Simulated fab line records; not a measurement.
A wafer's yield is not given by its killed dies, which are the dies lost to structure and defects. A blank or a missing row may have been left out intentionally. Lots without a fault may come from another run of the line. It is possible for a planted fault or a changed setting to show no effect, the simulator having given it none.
A lot that was struck, set against a sound lot	flow sky130	15 steps out of a route of 708
Sound: these wafers, L775.1, L775.5, L775.6. Wafers struck: L773.1, L773.2, L773.5. Last of all comes the cause.
Each step with rows lists, per side, the tool, then ch with its chambers, then its first start. Under that, the readings that differ: sound wafers	struck wafers	difference of the means	sigmas: that difference in standard deviations of wafers without a fault.
alike: a reading whose means differ by less than 2 such deviations, as well as words and numbers matching on both sides. not compared: withheld readings; readings where some wafer has no value; bounds like >300 that might hide an equal value; numbers whose values overlap and for which the record gives no deviation.
A row with sigmas, a row that says differs or no value, or rows on one side alone: a step with any of these is where the two part. Numbers that don't overlap but have no deviation are shown without sigmas and don't part them. Lack of a reading on every wafer of one side parts them only where that side has two or more wafers.

SKY_CONTACT_ETCH_17: etches SiO2 in C4F8/O2/Ar, stops on Si3N4, target depth 340 nm.
  sound on rie diel-01 ch 1,2,3, day 37 13:49; struck on rie diel-04 ch 0,1,2, day 36 19:01
  alike: oes product au
then, 5 steps without rows for these wafers: SKY_CONTACT_ETCH_18 (etches Si3N4 in CHF3/O2, stops on TiN, time 39 s, target depth 75 nm); SKY_CONTACT_STRIP_19 (strips in O2/N2); SKY_CONTACT_STRIP_20 (strips in post etch residue remover, time 1200 s); SKY_CONTACT_CLEAN_21 (cleans in IPA, time 180 s); SKY_CONTACT_CLEAN_22 (cleans in O3/DIW).
SKY_CONTACT_SPUTTER_23: material TiN, target thk 20 nm, time 80 s.
  struck on pvd sputter-04, day 36 19:57; sound on pvd sputter-04, day 37 14:29
  alike: chamber pressure pa, throttle valve pct
then, 1 step without rows for these wafers: SKY_CONTACT_CVD_24 (deposits W, target thk 340 nm, time 102.12 s).
SKY_CONTACT_RS_MEAS_25: measures by four-point-probe.
  struck on film metro-01, day 36 20:07; sound on film metro-03, day 37 14:40
  alike: CONTACT_W_RS
SKY_CONTACT_THK_MEAS_26: measures by xrf.
  struck on film metro-01, day 36 20:14; sound on film metro-03, day 37 14:47
  alike: CONTACT_W_THK
SKY_CONTACT_CMP_27: polishes, stops on SiO2, t overpolish 15 s, target thk 0 nm.
  sound on cmp-01 ch 0,3, day 37 14:54; struck on cmp-02 ch 0,3, day 36 20:21
  alike: motor current A, overpolish run s, time to endpoint s
SKY_METAL1_SPUTTER_00: material Ti, target thk 15 nm, time 10 s.
  struck on pvd sputter-01, day 36 20:36; sound on pvd sputter-02, day 37 15:09
  alike: chamber pressure pa, throttle valve pct
SKY_METAL1_SPUTTER_01: material TiN, target thk 20 nm, time 16.7 s.
  struck on pvd sputter-01, day 36 20:38; sound on pvd sputter-02, day 37 15:10
reading	sound	struck	difference	sigmas
chamber pressure pa (Pa)	0.3984 0.4000 0.4011	0.3367 0.3368 0.3361	-0.0633	-81
throttle valve pct (%)	29.3 29.4 29.8	31.8 33.7 32.6	+3.2	+3
model.TiN_of_METAL1_SPUTTER_01.thk nm (nm)	19.77 19.94 19.68	20.54 20.41 20.4	+0.65	
SKY_METAL1_SPUTTER_02: material AlCu, target thk 250 nm, time 13.3 s.
  struck on pvd sputter-01, day 36 20:39; sound on pvd sputter-02, day 37 15:11
  alike: chamber pressure pa, throttle valve pct
then, 1 step without rows for these wafers: SKY_PAD_OPEN_PROBE_99.

## WHERE THEY PART
Only at SKY_METAL1_SPUTTER_01, within this record. Later steps at which nothing parts them and some readings are alike: SKY_METAL1_SPUTTER_02.

WHY: what the simulator had put in
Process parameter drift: pvd sputter-01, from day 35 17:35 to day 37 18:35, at SKY_METAL1_SPUTTER_01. From 0.4, the setting chamber pressure pa moved by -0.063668. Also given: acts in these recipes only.
